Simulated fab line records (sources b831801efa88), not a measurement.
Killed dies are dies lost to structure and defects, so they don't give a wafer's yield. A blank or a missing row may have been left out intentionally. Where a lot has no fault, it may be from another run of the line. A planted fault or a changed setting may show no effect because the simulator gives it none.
Code-filled problem report in 8D (eight disciplines) form | flow sky130 | the parts of the form that need people (team, actions taken, sign-off) are left out

1. THE ISSUE
tilt_deg at SKY_LDD_N_IMPLANT_12 reads a mean of 0.000 degrees on 6 wafers of 2 lots; wafers without a fault read 29.998 degrees with a standard deviation of 0.019. That is -99 or more standard deviations from the usual mean.
First seen on wafer L472.1, day 24 21:11, on implanter-01. The record holds 39 wafers of 13 lots with a number at this step. The rule behind "out" and "out of limits": a value lying over 4 standard deviations away from the usual mean. The other wafers with a number count as sound.

2. WHAT IT IS AND WHAT IT IS NOT
question                    | is                     | is not
which readings at this step | tilt_deg               | -
which lots                  | L472, L473             | L452, L455, L456, L457, L459, L460, L462, L463, L464, L474, L475
which wafers of those lots  | all that have a number | -
read on which tools         | implanter-01           | implanter-02, implanter-03
when                        | from day 24 21:11      | up to then (27 sound wafers); but 6 sound wafers of L474, L475 came after

3. WHAT RULES OUT EACH SUSPECT
Counting: a tool at a process step up to the reading stays a suspect if it ran every lot that is out and no sound lot after the first of them.
- implanter-01 at SKY_LDD_N_IMPLANT_12: kept. It processed each lot that is out, first L472 at day 24 21:11, and no sound lot thereafter; up to then, the last sound lot it processed was L463 at day 21 19:53. Its own tilt_deg readings are out on those wafers.
After counting, what remains is implanter-01 at SKY_LDD_N_IMPLANT_12.

4. THE CAUSE (what the simulator had put in)
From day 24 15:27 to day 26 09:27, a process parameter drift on implanter-01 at SKY_LDD_N_IMPLANT_12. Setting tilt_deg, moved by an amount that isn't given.
The count eliminated every tool but this one.

5. THE CHAIN OF EFFECTS, in route order
One row per reading whose mean, taken over the struck wafers that have a number, lies over 3 standard deviations from the usual. Only readings for which the record gives a usual standard deviation are gone through. hours: the time from each lot's start at the first step in this table that gives one to its start at this step, as a median over the lots. sigmas: the change in usual standard deviations.
hours | step                 | reading  | usual          | on struck wafers | change  | sigmas
0     | SKY_LDD_N_IMPLANT_12 | tilt_deg | 29.998 degrees | 0.000            | -29.998 | -99 or more
Process steps it contains:
- SKY_LDD_N_IMPLANT_12

6. WHAT WOULD HAVE CAUGHT IT SOONER
First out-of-limits reading in this record: day 24 21:11, which is 6 hours after fault onset at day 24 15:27.
